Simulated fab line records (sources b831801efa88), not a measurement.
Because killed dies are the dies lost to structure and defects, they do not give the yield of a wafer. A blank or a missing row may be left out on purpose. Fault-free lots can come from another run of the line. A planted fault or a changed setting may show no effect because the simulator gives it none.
fab line records ; flow gf180mcu
record lots=24; wafers=72; lastDay=34
route steps=602 shown M1@329 V1@336 M2@362 V2@397 M3@410
lots untouched by any fault: they come from a run of this same line in which no faults occurred
startH: start of the lot's first displayed wafer, in hours after the record's first day ; waitH: how many hours have passed since the lot's step before this one ; " same as the row above ; L1.1+2: a single row standing in for several wafers ; - either no value or no given start ; * or withheld: withheld ; < > ~ a bound
route shown NAME@n: NAME is a module with steps in the file, n the number in the route of the first one ; usual: the fault-free wafers' mean and standard deviation ; same: alike in all rows ; chamber/n: place in a boat ; sites: per-site readings ; _std_site: how widely they spread, as a standard deviation ; _edge_site: inner sites' mean taken away from outer sites' mean ; radiusMm: how far each site lies from the wafer's centre ; mask NAME#n: copy n ; behind: the most recent tool/chamber to have shaped the wafer ; hold: reason for holding the lot/hours on hold/outcome of the hold ; device: transistor that didn't switch, given as n, p or np ; end of line: the route-end tests of the same wafers ; step lacking rows: just its recipe ; killed: count of dies lost to structure and defects at first sort (not the wafer's yield) ; map: a wafer's dies, x killed, . not, _ none there
set.NAME: the setting as run; set.NAME@STEP: as run at that earlier step ; model.NAME: the simulator's own value behind a step, which no gauge read
a sample of lots followed through the steps of the route, with each step as a table and each wafer as a row
services: the hour from which a tool's chamber was out of use, counted from the record's first day as startH (under 0 if before that day), plus the number of hours and why
## steps
# step GF_M1_CD_MEAS_14
# recipe targetCdNm=230
# usual cdNm=230.1/1.5
lot.wafer;tool;chamber;startH;waitH;cdNm
L074.2;cdSem-02;-;370.38;0.2;230.0
L074.3;cdSem-02;-;370.38;0.2;230.8
L074.5;cdSem-02;-;370.38;0.2;230.5
L075.3;cdSem-02;-;386.94;0.1;229.8
L075.4;cdSem-02;-;386.94;0.1;229.1
L075.5;cdSem-02;-;386.94;0.1;230.9
L076.3;cdSem-01;-;391.49;0.1;228.2
L076.4;cdSem-01;-;391.49;0.1;227.4
L076.6;cdSem-01;-;391.49;0.1;228.3
L077.2;cdSem-01;-;409.07;0.1;229.6
L077.4;cdSem-01;-;409.07;0.1;229.6
L077.5;cdSem-01;-;409.07;0.1;230.1
L079.1;cdSem-02;-;429.74;0.1;227.8
L079.2;cdSem-02;-;429.74;0.1;226.7
L079.3;cdSem-02;-;429.74;0.1;227.6
L078.1;cdSem-02;-;431.35;0.1;230.1
L078.2;cdSem-02;-;431.35;0.1;230.1
L078.4;cdSem-02;-;431.35;0.1;228.0
L080.1;cdSem-02;-;446.90;0.1;232.1
L080.2;cdSem-02;-;446.90;0.1;232.6
L080.6;cdSem-02;-;446.90;0.1;232.1
L081.1;cdSem-02;-;448.75;0.1;228.9
L081.2;cdSem-02;-;448.75;0.1;230.6
L081.4;cdSem-02;-;448.75;0.1;231.3
L082.1;cdSem-01;-;472.75;0.1;231.3
L082.2;cdSem-01;-;472.75;0.1;230.4
L082.4;cdSem-01;-;472.75;0.1;230.5
L083.2;cdSem-02;-;482.67;0.1;228.3
L083.3;cdSem-02;-;482.67;0.1;227.3
L083.4;cdSem-02;-;482.67;0.1;228.4
L084.2;cdSem-02;-;493.86;0.1;231.7
L084.5;cdSem-02;-;493.86;0.1;230.4
L084.6;cdSem-02;-;493.86;0.1;231.5
L085.1;cdSem-01;-;494.20;0.1;228.2
L085.2;cdSem-01;-;494.20;0.1;229.2
L085.6;cdSem-01;-;494.20;0.1;228.0
L086.1;cdSem-02;-;506.15;0.1;231.7
L086.3;cdSem-02;-;506.15;0.1;229.5
L086.4;cdSem-02;-;506.15;0.1;229.6
L088.1;cdSem-01;-;516.45;0.1;230.2
L088.3;cdSem-01;-;516.45;0.1;229.9
L088.4;cdSem-01;-;516.45;0.1;229.8
L087.2;cdSem-02;-;517.12;0.1;228.9
L087.4;cdSem-02;-;517.12;0.1;229.3
L087.5;cdSem-02;-;517.12;0.1;228.3
L089.1;cdSem-01;-;529.60;0.1;228.7
L089.3;cdSem-01;-;529.60;0.1;228.1
L089.4;cdSem-01;-;529.60;0.1;228.5
L090.1;cdSem-02;-;530.55;0.1;234.1
L090.3;cdSem-02;-;530.55;0.1;232.5
L090.5;cdSem-02;-;530.55;0.1;232.0
L091.2;cdSem-01;-;538.80;0.1;228.2
L091.4;cdSem-01;-;538.80;0.1;229.4
L091.6;cdSem-01;-;538.80;0.1;230.1
L092.1;cdSem-02;-;545.50;0.1;232.7
L092.3;cdSem-02;-;545.50;0.1;232.0
L092.4;cdSem-02;-;545.50;0.1;232.7
L093.1;cdSem-01;-;551.78;0.1;230.6
L093.4;cdSem-01;-;551.78;0.1;229.7
L093.5;cdSem-01;-;551.78;0.1;231.0
L094.1;cdSem-02;-;556.93;0.1;228.9
L094.4;cdSem-02;-;556.93;0.1;227.8
L094.6;cdSem-02;-;556.93;0.1;228.3
L095.1;cdSem-02;-;560.47;0.1;231.4
L095.3;cdSem-02;-;560.47;0.1;232.3
L095.6;cdSem-02;-;560.47;0.1;232.2
L096.2;cdSem-01;-;567.02;0.1;230.8
L096.3;cdSem-01;-;567.02;0.1;229.2
L096.4;cdSem-01;-;567.02;0.1;230.6
L097.1;cdSem-02;-;575.30;0.1;231.1
L097.4;cdSem-02;-;575.30;0.1;231.3
L097.6;cdSem-02;-;575.30;0.1;231.0
# step GF_V1_THK_MEAS_01
# recipe reads=SiO2_of_V1_CVD_00
# usual V1_CVD_00_THK=602/6.9
lot.wafer;tool;chamber;startH;waitH;V1_CVD_00_THK[nm]
L074.2;filmMetro-02;-;371.26;0.0;609
L074.3;filmMetro-02;-;371.26;0.0;606
L074.5;filmMetro-02;-;371.26;0.0;598
L075.3;filmMetro-04;-;387.98;0.1;599
L075.4;filmMetro-04;-;387.98;0.1;597
L075.5;filmMetro-04;-;387.98;0.1;601
L076.3;filmMetro-02;-;392.53;0.1;599
L076.4;filmMetro-02;-;392.53;0.1;594
L076.6;filmMetro-02;-;392.53;0.1;609
L077.2;filmMetro-04;-;409.95;0.0;601
L077.4;filmMetro-04;-;409.95;0.0;594
L077.5;filmMetro-04;-;409.95;0.0;610
L079.1;filmMetro-04;-;431.11;0.0;593
L079.2;filmMetro-04;-;431.11;0.0;593
L079.3;filmMetro-04;-;431.11;0.0;609
L078.1;filmMetro-01;-;432.38;0.0;607
L078.2;filmMetro-01;-;432.38;0.0;603
L078.4;filmMetro-01;-;432.38;0.0;596
L080.1;filmMetro-02;-;447.81;0.0;603
L080.2;filmMetro-02;-;447.81;0.0;614
L080.6;filmMetro-02;-;447.81;0.0;602
L081.1;filmMetro-04;-;449.66;0.0;603
L081.2;filmMetro-04;-;449.66;0.0;603
L081.4;filmMetro-04;-;449.66;0.0;604
L082.1;filmMetro-04;-;473.67;0.0;602
L082.2;filmMetro-04;-;473.67;0.0;606
L082.4;filmMetro-04;-;473.67;0.0;616
L083.2;filmMetro-04;-;483.56;0.0;613
L083.3;filmMetro-04;-;483.56;0.0;619
L083.4;filmMetro-04;-;483.56;0.0;622
L084.2;filmMetro-04;-;494.77;0.0;604
L084.5;filmMetro-04;-;494.77;0.0;600
L084.6;filmMetro-04;-;494.77;0.0;607
L085.1;filmMetro-04;-;495.13;0.0;607
L085.2;filmMetro-04;-;495.13;0.0;604
L085.6;filmMetro-04;-;495.13;0.0;607
L086.1;filmMetro-01;-;507.04;0.0;607
L086.3;filmMetro-01;-;507.04;0.0;605
L086.4;filmMetro-01;-;507.04;0.0;614
L088.1;filmMetro-04;-;517.34;0.0;606
L088.3;filmMetro-04;-;517.34;0.0;600
L088.4;filmMetro-04;-;517.34;0.0;602
L087.2;filmMetro-02;-;518.00;0.0;604
L087.4;filmMetro-02;-;518.00;0.0;606
L087.5;filmMetro-02;-;518.00;0.0;596
L089.1;filmMetro-02;-;530.58;0.0;595
L089.3;filmMetro-02;-;530.58;0.0;604
L089.4;filmMetro-02;-;530.58;0.0;608
L090.1;filmMetro-01;-;531.44;0.0;594
L090.3;filmMetro-01;-;531.44;0.0;601
L090.5;filmMetro-01;-;531.44;0.0;600
L091.2;filmMetro-04;-;539.69;0.0;604
L091.4;filmMetro-04;-;539.69;0.0;608
L091.6;filmMetro-04;-;539.69;0.0;597
L092.1;filmMetro-02;-;546.58;0.0;588
L092.3;filmMetro-02;-;546.58;0.0;606
L092.4;filmMetro-02;-;546.58;0.0;587
L093.1;filmMetro-04;-;552.71;0.0;611
L093.4;filmMetro-04;-;552.71;0.0;593
L093.5;filmMetro-04;-;552.71;0.0;603
L094.1;filmMetro-02;-;557.86;0.0;591
L094.4;filmMetro-02;-;557.86;0.0;595
L094.6;filmMetro-02;-;557.86;0.0;592
L095.1;filmMetro-04;-;561.38;0.0;596
L095.3;filmMetro-04;-;561.38;0.0;595
L095.6;filmMetro-04;-;561.38;0.0;594
L096.2;filmMetro-01;-;567.95;0.0;591
L096.3;filmMetro-01;-;567.95;0.0;611
L096.4;filmMetro-01;-;567.95;0.0;595
L097.1;filmMetro-02;-;576.20;0.0;603
L097.4;filmMetro-02;-;576.20;0.0;602
L097.6;filmMetro-02;-;576.20;0.0;600
# step GF_M2_SPUTTER_00
# recipe material=Ti; targetThkNm=37.5; arrivingIonEnergyEv=80; substrateTempC=200; chamberPressurePa=2; powerW=4000; timeS=150
# usual throttleValvePct=30.2/1.2
lot.wafer;tool;chamber;startH;waitH;throttleValvePct
L074.2;pvdSputter-01;-;395.60;0.2;28.6
L074.3;pvdSputter-01;-;395.60;0.2;28.0
L074.5;pvdSputter-01;-;395.60;0.2;30.0
L075.3;pvdSputter-01;-;413.73;0.1;28.2
L075.4;pvdSputter-01;-;413.73;0.1;28.7
L075.5;pvdSputter-01;-;413.73;0.1;28.7
L076.3;pvdSputter-01;-;417.91;0.2;28.3
L076.4;pvdSputter-01;-;417.91;0.2;30.2
L076.6;pvdSputter-01;-;417.91;0.2;30.2
L077.2;pvdSputter-03;-;436.52;0.1;29.1
L077.4;pvdSputter-03;-;436.52;0.1;29.9
L077.5;pvdSputter-03;-;436.52;0.1;30.4
L079.1;pvdSputter-02;-;458.21;0.2;31.2
L079.2;pvdSputter-02;-;458.21;0.2;30.4
L079.3;pvdSputter-02;-;458.21;0.2;31.5
L078.1;pvdSputter-03;-;459.40;0.1;29.9
L078.2;pvdSputter-03;-;459.40;0.1;29.0
L078.4;pvdSputter-03;-;459.40;0.1;32.1
L080.1;pvdSputter-03;-;474.70;0.2;32.2
L080.2;pvdSputter-03;-;474.70;0.2;30.5
L080.6;pvdSputter-03;-;474.70;0.2;29.8
L081.1;pvdSputter-01;-;476.46;0.2;28.3
L081.2;pvdSputter-01;-;476.46;0.2;28.8
L081.4;pvdSputter-01;-;476.46;0.2;30.1
L082.1;pvdSputter-03;-;500.31;0.2;28.7
L082.2;pvdSputter-03;-;500.31;0.2;30.5
L082.4;pvdSputter-03;-;500.31;0.2;29.7
L083.2;pvdSputter-02;-;509.43;0.1;29.9
L083.3;pvdSputter-02;-;509.43;0.1;31.1
L083.4;pvdSputter-02;-;509.43;0.1;30.3
L084.2;pvdSputter-03;-;519.81;0.2;30.5
L084.5;pvdSputter-03;-;519.81;0.2;32.2
L084.6;pvdSputter-03;-;519.81;0.2;30.4
L085.1;pvdSputter-01;-;521.18;0.2;28.4
L085.2;pvdSputter-01;-;521.18;0.2;30.1
L085.6;pvdSputter-01;-;521.18;0.2;28.3
L086.1;pvdSputter-03;-;533.04;0.2;28.7
L086.3;pvdSputter-03;-;533.04;0.2;29.7
L086.4;pvdSputter-03;-;533.04;0.2;32.3
L088.1;pvdSputter-02;-;541.84;0.2;32.0
L088.3;pvdSputter-02;-;541.84;0.2;31.3
L088.4;pvdSputter-02;-;541.84;0.2;30.1
L087.2;pvdSputter-03;-;543.00;0.2;30.5
L087.4;pvdSputter-03;-;543.00;0.2;30.1
L087.5;pvdSputter-03;-;543.00;0.2;30.2
L089.1;pvdSputter-03;-;554.95;0.2;30.2
L089.3;pvdSputter-03;-;554.95;0.2;32.1
L089.4;pvdSputter-03;-;554.95;0.2;28.8
L090.1;pvdSputter-02;-;555.81;0.1;31.7
L090.3;pvdSputter-02;-;555.81;0.1;31.5
L090.5;pvdSputter-02;-;555.81;0.1;31.8
L091.2;pvdSputter-03;-;563.67;0.1;29.7
L091.4;pvdSputter-03;-;563.67;0.1;29.0
L091.6;pvdSputter-03;-;563.67;0.1;28.6
L092.1;pvdSputter-03;-;571.36;0.2;32.4
L092.3;pvdSputter-03;-;571.36;0.2;30.4
L092.4;pvdSputter-03;-;571.36;0.2;30.1
L093.1;pvdSputter-01;-;575.70;0.1;30.1
L093.4;pvdSputter-01;-;575.70;0.1;30.6
L093.5;pvdSputter-01;-;575.70;0.1;30.7
L094.1;pvdSputter-01;-;581.20;0.1;28.4
L094.4;pvdSputter-01;-;581.20;0.1;31.0
L094.6;pvdSputter-01;-;581.20;0.1;30.0
L095.1;pvdSputter-03;-;584.66;0.2;32.3
L095.3;pvdSputter-03;-;584.66;0.2;30.3
L095.6;pvdSputter-03;-;584.66;0.2;30.4
L096.2;pvdSputter-01;-;591.09;0.1;28.2
L096.3;pvdSputter-01;-;591.09;0.1;30.7
L096.4;pvdSputter-01;-;591.09;0.1;28.2
L097.1;pvdSputter-03;-;598.97;0.1;28.8
L097.4;pvdSputter-03;-;598.97;0.1;30.3
L097.6;pvdSputter-03;-;598.97;0.1;30.0
# step GF_M2_STRIP_17
# recipe chemistry=O2/N2; powerW=1400; pressureMtorr=1500; platenTempC=250; o2FlowSccm=3000; n2FlowSccm=300; overashFraction=0.5
# usual drypumpMotorCurrentA=5.61/0.17; heaterPowerW=372/39; o2FlowSccm=3001/9.2; oesProductAu=0.538/0.0044; stripTimeToEndpointS=7.39/0.043
# same overashFraction=0.5
lot.wafer;tool;chamber;startH;waitH;drypumpMotorCurrentA;heaterPowerW;o2FlowSccm;oesProductAu;rfHoursCounterH;stripTimeToEndpointS
L074.2;plasmaAsher-04;1;419.90;0.2;5.52;434;3000;0.546;72;7.47
L074.3;plasmaAsher-04;1;419.90;0.2;5.51;441;2989;0.542;-;7.48
L074.5;plasmaAsher-04;0;419.90;0.2;5.50;357;2992;0.547;-;7.46
L075.3;plasmaAsher-02;0;438.76;0.1;6.01;332;3000;0.535;-;7.39
L075.4;plasmaAsher-02;1;438.76;0.1;5.53;340;2992;0.534;-;7.36
L075.5;plasmaAsher-02;0;438.76;0.1;5.95;325;3008;0.537;-;7.37
L076.3;plasmaAsher-04;0;442.44;0.1;5.48;360;3006;0.536;-;7.33
L076.4;plasmaAsher-04;1;442.44;0.1;5.53;428;2998;0.532;-;7.43
L076.6;plasmaAsher-04;1;442.44;0.1;5.52;429;2984;0.540;-;7.42
L077.2;plasmaAsher-04;0;461.49;0.1;5.49;348;2990;0.532;77;7.46
L077.4;plasmaAsher-04;0;461.49;0.1;5.49;367;2994;0.540;-;7.42
L077.5;plasmaAsher-04;0;461.49;0.1;5.50;362;2987;0.544;-;7.39
L079.1;plasmaAsher-03;1;483.77;0.1;5.58;373;2998;0.537;85;7.40
L079.2;plasmaAsher-03;0;483.77;0.1;5.75;354;3001;0.534;85;7.30
L079.3;plasmaAsher-03;1;483.77;0.1;5.58;382;3005;0.531;-;7.35
L078.1;plasmaAsher-04;1;484.94;0.1;5.49;434;3008;0.544;79;7.38
L078.2;plasmaAsher-04;0;484.94;0.1;5.51;353;3016;0.544;79;7.45
L078.4;plasmaAsher-04;0;484.94;0.1;5.48;360;3003;0.535;-;7.37
L080.1;plasmaAsher-02;1;500.09;0.1;5.53;333;3001;0.539;36;7.40
L080.2;plasmaAsher-02;0;500.09;0.1;5.98;330;2998;0.536;36;7.40
L080.6;plasmaAsher-02;1;500.09;0.1;5.54;336;2996;0.539;-;7.38
L081.1;plasmaAsher-04;1;501.77;0.1;5.52;427;3004;0.537;81;7.36
L081.2;plasmaAsher-04;0;501.77;0.1;5.51;357;3008;0.541;81;7.39
L081.4;plasmaAsher-04;1;501.77;0.1;5.52;443;2996;0.537;-;7.33
L082.1;plasmaAsher-04;0;524.07;0.2;5.48;368;2992;0.535;83;7.38
L082.2;plasmaAsher-04;1;524.07;0.2;5.52;439;2996;0.540;83;7.41
L082.4;plasmaAsher-04;1;524.07;0.2;5.51;436;3000;0.532;-;7.39
L083.2;plasmaAsher-03;0;532.77;0.1;5.76;365;2996;0.543;90;7.48
L083.3;plasmaAsher-03;1;532.77;0.1;5.57;376;2995;0.540;-;7.47
L083.4;plasmaAsher-03;0;532.77;0.1;5.75;357;3007;0.539;-;7.43
L084.2;plasmaAsher-04;1;542.69;0.1;5.49;441;3008;0.538;85;7.33
L084.5;plasmaAsher-04;0;542.69;0.1;5.50;359;3008;0.532;-;7.31
L084.6;plasmaAsher-04;1;542.69;0.1;5.52;431;3029;0.534;-;7.32
L085.1;plasmaAsher-04;0;543.97;0.1;5.52;355;2994;0.541;86;7.47
L085.2;plasmaAsher-04;1;543.97;0.1;5.50;435;2991;0.531;86;7.40
L085.6;plasmaAsher-04;1;543.97;0.1;5.50;432;2992;0.541;-;7.39
L086.1;plasmaAsher-02;0;555.92;0.1;5.97;327;2989;0.539;42;7.39
L086.3;plasmaAsher-02;0;555.92;0.1;5.91;314;2981;0.522;-;7.38
L086.4;plasmaAsher-02;1;555.92;0.1;5.54;336;2986;0.539;-;7.40
L088.1;plasmaAsher-03;0;563.66;0.1;5.75;368;2997;0.540;94;7.39
L088.3;plasmaAsher-03;0;563.66;0.1;5.74;362;3002;0.533;-;7.39
L088.4;plasmaAsher-03;1;563.66;0.1;5.56;374;2987;0.541;-;7.43
L087.2;plasmaAsher-04;0;565.72;0.1;5.44;357;2994;0.545;88;7.42
L087.4;plasmaAsher-04;1;565.72;0.1;5.48;419;3017;0.535;-;7.40
L087.5;plasmaAsher-04;0;565.72;0.1;5.46;364;2988;0.540;-;7.40
L089.1;plasmaAsher-02;0;577.35;0.1;5.96;329;3001;0.539;44;7.40
L089.3;plasmaAsher-02;1;577.35;0.1;5.53;332;3001;0.541;-;7.40
L089.4;plasmaAsher-02;0;577.35;0.1;5.98;328;3009;0.536;-;7.40
L090.1;plasmaAsher-03;1;578.33;0.1;5.60;378;3006;0.539;95;7.47
L090.3;plasmaAsher-03;1;578.33;0.1;5.58;381;3006;0.533;-;7.41
L090.5;plasmaAsher-03;0;578.33;0.1;5.74;374;3002;0.537;-;7.37
L091.2;plasmaAsher-02;1;585.28;0.1;5.54;333;3003;0.541;45;7.48
L091.4;plasmaAsher-02;0;585.28;0.1;5.95;334;3006;0.538;-;7.41
L091.6;plasmaAsher-02;1;585.28;0.1;5.54;344;2998;0.541;-;7.40
L092.1;plasmaAsher-04;0;592.93;0.1;5.47;363;3014;0.538;91;7.35
L092.3;plasmaAsher-04;1;592.93;0.1;5.49;443;3001;0.544;-;7.36
L092.4;plasmaAsher-04;0;592.93;0.1;5.50;363;3001;0.547;-;7.38
L093.1;plasmaAsher-04;0;597.28;0.1;5.50;357;2992;0.537;91;7.43
L093.4;plasmaAsher-04;0;597.28;0.1;5.47;360;3001;0.536;-;7.36
L093.5;plasmaAsher-04;0;597.28;0.1;5.49;361;3003;0.545;-;7.44
L094.1;plasmaAsher-02;1;602.69;0.1;5.59;338;3012;0.539;46;7.42
L094.4;plasmaAsher-02;1;602.69;0.1;5.54;329;3003;0.531;-;7.36
L094.6;plasmaAsher-02;1;602.69;0.1;5.59;340;3006;0.534;-;7.35
L095.1;plasmaAsher-02;1;606.09;0.1;5.55;326;3006;0.540;47;7.36
L095.3;plasmaAsher-02;0;606.09;0.1;5.99;328;2999;0.537;-;7.40
L095.6;plasmaAsher-02;0;606.09;0.1;5.98;323;2999;0.543;-;7.35
L096.2;plasmaAsher-03;0;613.03;0.1;5.78;362;3007;0.534;99;7.36
L096.3;plasmaAsher-03;1;613.03;0.1;5.58;368;3000;0.530;-;7.37
L096.4;plasmaAsher-03;0;613.03;0.1;5.76;362;3005;0.544;-;7.41
L097.1;plasmaAsher-04;1;620.53;0.1;5.51;437;2996;0.537;94;7.37
L097.4;plasmaAsher-04;0;620.53;0.1;5.49;359;2999;0.530;-;7.40
L097.6;plasmaAsher-04;0;620.53;0.1;5.49;368;3007;0.536;-;7.35
# step GF_V2_OVL_MEAS_15
# usual V2_OVL=0/4.7
lot.wafer;tool;chamber;startH;waitH;V2_OVL[nm]
L074.2;overlay-02;-;446.13;0.1;2
L074.3;overlay-02;-;446.13;0.1;-8
L074.5;overlay-02;-;446.13;0.1;-1
L075.3;overlay-01;-;464.68;0.1;-2
L075.4;overlay-01;-;464.68;0.1;-2
L075.5;overlay-01;-;464.68;0.1;-6
L076.3;overlay-01;-;468.43;0.1;1
L076.4;overlay-01;-;468.43;0.1;7
L076.6;overlay-01;-;468.43;0.1;7
L077.2;overlay-02;-;486.68;0.1;0
L077.4;overlay-02;-;486.68;0.1;-1
L077.5;overlay-02;-;486.68;0.1;-2
L079.1;overlay-02;-;509.32;0.1;-9
L079.2;overlay-02;-;509.32;0.1;-4
L079.3;overlay-02;-;509.32;0.1;-7
L078.1;overlay-01;-;510.67;0.1;7
L078.2;overlay-01;-;510.67;0.1;-3
L078.4;overlay-01;-;510.67;0.1;4
L080.1;overlay-02;-;524.27;0.1;-2
L080.2;overlay-02;-;524.27;0.1;0
L080.6;overlay-02;-;524.27;0.1;-1
L081.1;overlay-02;-;526.42;0.1;1
L081.2;overlay-02;-;526.42;0.1;-3
L081.4;overlay-02;-;526.42;0.1;-3
L082.1;overlay-01;-;547.87;0.1;6
L082.2;overlay-01;-;547.87;0.1;6
L082.4;overlay-01;-;547.87;0.1;2
L083.2;overlay-01;-;556.62;0.1;-9
L083.3;overlay-01;-;556.62;0.1;0
L083.4;overlay-01;-;556.62;0.1;-2
L084.2;overlay-01;-;566.12;0.1;-1
L084.5;overlay-01;-;566.12;0.1;-2
L084.6;overlay-01;-;566.12;0.1;-9
L085.1;overlay-01;-;567.47;0.1;6
L085.2;overlay-01;-;567.47;0.1;5
L085.6;overlay-01;-;567.47;0.1;9
L086.1;overlay-02;-;578.52;0.1;-8
L086.3;overlay-02;-;578.52;0.1;-3
L086.4;overlay-02;-;578.52;0.1;-2
L088.1;overlay-01;-;586.52;0.1;2
L088.3;overlay-01;-;586.52;0.1;5
L088.4;overlay-01;-;586.52;0.1;2
L087.2;overlay-02;-;588.33;0.1;7
L087.4;overlay-02;-;588.33;0.1;1
L087.5;overlay-02;-;588.33;0.1;-1
L089.1;overlay-01;-;600.02;0.1;2
L089.3;overlay-01;-;600.02;0.1;0
L089.4;overlay-01;-;600.02;0.1;4
L090.1;overlay-01;-;600.37;0.1;4
L090.3;overlay-01;-;600.37;0.1;5
L090.5;overlay-01;-;600.37;0.1;0
L091.2;overlay-02;-;608.08;0.1;-5
L091.4;overlay-02;-;608.08;0.1;-6
L091.6;overlay-02;-;608.08;0.1;-6
L092.1;overlay-01;-;615.22;0.1;0
L092.3;overlay-01;-;615.22;0.1;-1
L092.4;overlay-01;-;615.22;0.1;-5
L093.1;overlay-02;-;619.17;0.1;-2
L093.4;overlay-02;-;619.17;0.1;-3
L093.5;overlay-02;-;619.17;0.1;-2
L094.1;overlay-01;-;624.62;0.1;2
L094.4;overlay-01;-;624.62;0.1;6
L094.6;overlay-01;-;624.62;0.1;5
L095.1;overlay-01;-;627.57;0.1;-1
L095.3;overlay-01;-;627.57;0.1;0
L095.6;overlay-01;-;627.57;0.1;-4
L096.2;overlay-01;-;634.52;0.1;-3
L096.3;overlay-01;-;634.52;0.1;-5
L096.4;overlay-01;-;634.52;0.1;-5
L097.1;overlay-02;-;641.82;0.1;-3
L097.4;overlay-02;-;641.82;0.1;-5
L097.6;overlay-02;-;641.82;0.1;4
# step GF_M3_SPUTTER_01
# recipe material=TiN; targetThkNm=30; powerW=6500; timeS=25; chamberPressurePa=0.4
# usual throttleValvePct=30.3/1.1
lot.wafer;tool;chamber;startH;waitH;throttleValvePct
L074.2;pvdSputter-03;-;447.69;0.1;30.2
L074.3;pvdSputter-03;-;447.69;0.1;32.5
L074.5;pvdSputter-03;-;447.69;0.1;30.0
L075.3;pvdSputter-04;-;466.19;0.1;30.8
L075.4;pvdSputter-04;-;466.19;0.1;31.5
L075.5;pvdSputter-04;-;466.19;0.1;30.2
L076.3;pvdSputter-03;-;469.92;0.1;28.8
L076.4;pvdSputter-03;-;469.92;0.1;30.0
L076.6;pvdSputter-03;-;469.92;0.1;28.6
L077.2;pvdSputter-01;-;488.17;0.1;28.3
L077.4;pvdSputter-01;-;488.17;0.1;30.6
L077.5;pvdSputter-01;-;488.17;0.1;30.0
L079.1;pvdSputter-01;-;510.84;0.1;28.9
L079.2;pvdSputter-01;-;510.84;0.1;30.3
L079.3;pvdSputter-01;-;510.84;0.1;30.2
L078.1;pvdSputter-03;-;512.17;0.1;28.7
L078.2;pvdSputter-03;-;512.17;0.1;32.3
L078.4;pvdSputter-03;-;512.17;0.1;30.3
L080.1;pvdSputter-04;-;525.76;0.1;30.9
L080.2;pvdSputter-04;-;525.76;0.1;31.4
L080.6;pvdSputter-04;-;525.76;0.1;30.2
L081.1;pvdSputter-01;-;527.94;0.1;28.0
L081.2;pvdSputter-01;-;527.94;0.1;30.8
L081.4;pvdSputter-01;-;527.94;0.1;30.1
L082.1;pvdSputter-04;-;549.37;0.1;30.1
L082.2;pvdSputter-04;-;549.37;0.1;31.0
L082.4;pvdSputter-04;-;549.37;0.1;30.1
L083.2;pvdSputter-04;-;558.14;0.1;31.4
L083.3;pvdSputter-04;-;558.14;0.1;30.1
L083.4;pvdSputter-04;-;558.14;0.1;30.0
L084.2;pvdSputter-03;-;567.73;0.1;30.2
L084.5;pvdSputter-03;-;567.73;0.1;32.3
L084.6;pvdSputter-03;-;567.73;0.1;29.9
L085.1;pvdSputter-03;-;568.99;0.1;30.4
L085.2;pvdSputter-03;-;568.99;0.1;32.4
L085.6;pvdSputter-03;-;568.99;0.1;32.4
L086.1;pvdSputter-04;-;580.02;0.1;30.3
L086.3;pvdSputter-04;-;580.02;0.1;31.4
L086.4;pvdSputter-04;-;580.02;0.1;30.1
L088.1;pvdSputter-04;-;588.04;0.1;31.8
L088.3;pvdSputter-04;-;588.04;0.1;30.9
L088.4;pvdSputter-04;-;588.04;0.1;30.1
L087.2;pvdSputter-04;-;589.85;0.1;30.3
L087.4;pvdSputter-04;-;589.85;0.1;31.0
L087.5;pvdSputter-04;-;589.85;0.1;31.6
L089.1;pvdSputter-01;-;601.51;0.1;28.1
L089.3;pvdSputter-01;-;601.51;0.1;30.8
L089.4;pvdSputter-01;-;601.51;0.1;28.7
L090.1;pvdSputter-03;-;601.89;0.1;30.3
L090.3;pvdSputter-03;-;601.89;0.1;28.6
L090.5;pvdSputter-03;-;601.89;0.1;32.2
L091.2;pvdSputter-03;-;609.59;0.1;29.8
L091.4;pvdSputter-03;-;609.59;0.1;30.1
L091.6;pvdSputter-03;-;609.59;0.1;28.8
L092.1;pvdSputter-03;-;616.72;0.1;32.2
L092.3;pvdSputter-03;-;616.72;0.1;28.5
L092.4;pvdSputter-03;-;616.72;0.1;30.2
L093.1;pvdSputter-01;-;620.88;0.1;28.4
L093.4;pvdSputter-01;-;620.88;0.1;28.9
L093.5;pvdSputter-01;-;620.88;0.1;28.8
L094.1;pvdSputter-03;-;626.14;0.1;32.6
L094.4;pvdSputter-03;-;626.14;0.1;30.0
L094.6;pvdSputter-03;-;626.14;0.1;29.9
L095.1;pvdSputter-01;-;629.13;0.1;28.3
L095.3;pvdSputter-01;-;629.13;0.1;30.2
L095.6;pvdSputter-01;-;629.13;0.1;30.7
L096.2;pvdSputter-03;-;636.01;0.1;30.4
L096.3;pvdSputter-03;-;636.01;0.1;28.7
L096.4;pvdSputter-03;-;636.01;0.1;32.3
L097.1;pvdSputter-04;-;643.31;0.1;31.2
L097.4;pvdSputter-04;-;643.31;0.1;30.1
L097.6;pvdSputter-04;-;643.31;0.1;31.0
## services
tool;chamber;startH;hours;kind
pvdSputter-02;-;373.73;4.7;repair
pvdSputter-03;0;374.13;-;consumableReplace:kit
pvdSputter-03;0;374.13;18.0;scheduledDown
pvdSputter-03;0;374.13;18.0;ventCycle
pvdSputter-03;-;384.40;8.4;repair
pvdSputter-04;-;393.13;4.0;repair
plasmaAsher-04;-;465.07;1.1;repair
plasmaAsher-02;-;488.24;2.8;pm
pvdSputter-04;-;497.27;3.0;repair
pvdSputter-01;-;505.71;3.2;repair
pvdSputter-02;-;518.23;2.0;repair
pvdSputter-03;3;566.82;-;consumableReplace:kit
pvdSputter-03;3;566.82;18.0;scheduledDown
pvdSputter-03;3;566.82;18.0;ventCycle
plasmaAsher-02;-;573.44;0.7;repair
pvdSputter-03;-;575.51;1.8;repair
pvdSputter-01;1;580.01;-;consumableReplace:kit
pvdSputter-01;1;580.01;18.0;scheduledDown
pvdSputter-01;1;580.01;18.0;ventCycle
pvdSputter-04;-;581.36;0.7;repair
pvdSputter-04;2;582.09;-;consumableReplace:kit
pvdSputter-04;2;582.09;18.0;scheduledDown
plasmaAsher-04;-;626.16;5.3;repair
plasmaAsher-03;-;626.19;3.2;repair
## key
fault none
